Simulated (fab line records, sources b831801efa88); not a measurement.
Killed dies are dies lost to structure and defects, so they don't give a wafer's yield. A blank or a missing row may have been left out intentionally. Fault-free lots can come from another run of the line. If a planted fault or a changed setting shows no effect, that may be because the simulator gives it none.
One fault through the eyes of 2 desks || flow gf180mcu || what lay behind the numbers comes last; until then each desk has only its own

AT THE TOOL OWNER'S DESK: pecvd-02
The tool's own readings at GF_MIM_CVD_05 (deposits Si3N4, target thk 42 nm, time 29.086 s): means of the sampled wafers that have a number, for each lot that ran on this tool. Marked OUT: a lot whose mean sits more than 4 standard deviations from the usual mean, which makes it out of limits; the brackets give that distance.
Columns: A = heater-power-w at GF_MIM_CVD_05, usual 650 W
{"lot": "L711", "first seen here": "day 24 20:38", "A": 708}
{"lot": "L713", "first seen here": "day 25 09:50", "A": 676}
{"lot": "L716", "first seen here": "day 26 19:50", "A": 656}
{"lot": "L720", "first seen here": "day 28 10:47", "A": 786}
{"lot": "L721", "first seen here": "day 28 16:57", "A": 742}
{"lot": "L726", "first seen here": "day 29 23:53", "A": 756}
This desk's verdict: no lot among the 6 shows anything out of limits.

FROM THE METROLOGY DESK
Lot by lot, what the gauges showed, no matter which tool ran the lot: averages of those sampled wafers that carry a number. Marked OUT: a lot whose mean sits more than 4 standard deviations from the usual mean, which makes it out of limits; the brackets give that distance.
Columns: A = V4_BOW at GF_V4_BOW_MEAS_05, usual 137 um; B = V4_W_RS at GF_V4_RS_MEAS_24, usual 0.328 ohm/sq; C = MIM_CVD_05_THK at GF_MIM_THK_MEAS_06, usual 42.1 nm
{"lot": "L711", "first seen here": "day 23 20:35", "A": 147, "B": 0.331, "C": 42.5}
{"lot": "L712", "first seen here": "day 24 06:04", "A": 144, "B": 0.328, "C": 42.3}
{"lot": "L713", "first seen here": "day 24 10:41", "A": 136, "B": 0.327, "C": 42.1}
{"lot": "L714", "first seen here": "day 25 07:51", "A": 143, "B": 0.325, "C": 41.8}
{"lot": "L715", "first seen here": "day 25 08:13", "A": 136, "B": 0.332, "C": 41.4}
{"lot": "L716", "first seen here": "day 25 21:01", "A": 133, "B": 0.325, "C": 42.0}
{"lot": "L718", "first seen here": "day 26 18:02", "A": 131, "B": 0.329, "C": 41.9}
{"lot": "L720", "first seen here": "day 27 13:08", "A": 141, "B": 0.329, "C": 42.6}
{"lot": "L721", "first seen here": "day 27 19:38", "A": 131, "B": 0.329, "C": 43.3}
{"lot": "L726", "first seen here": "day 29 03:26", "A": 130, "B": 0.328, "C": "44.3 (+4.1) OUT"}
{"lot": "L728", "first seen here": "day 29 08:30", "A": 132, "B": 0.328, "C": 42.0}
{"lot": "L732", "first seen here": "day 30 14:13", "A": 141, "B": 0.324, "C": 41.9}
{"lot": "L733", "first seen here": "day 30 15:29", "A": 140, "B": 0.326, "C": 42.5}
This desk reports L726 out of limits; the earliest was L726 at day 29 23:56 (MIM_CVD_05_THK at GF_MIM_THK_MEAS_06). In limits: L711, L712, L713, L714, L715, L716, L718, L720, L721, L728, L732, L733.

BROUGHT TOGETHER
An alarm was possible from the metrology desk at day 29 23:56, on L726.
The desk of the tool owner found nothing out of limits.
Tool owner's desk: L726 on record, inside its limits.
GF_MIM_CVD_05 was run on pecvd-02 by each of the lots named.

WHAT THE SIMULATOR PUT IN
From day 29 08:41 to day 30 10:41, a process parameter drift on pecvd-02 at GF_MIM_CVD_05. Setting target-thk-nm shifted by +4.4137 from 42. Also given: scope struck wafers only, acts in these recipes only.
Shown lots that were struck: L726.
Hours from the fault's start to each desk's first reading out of limits: the metrology desk, 15.
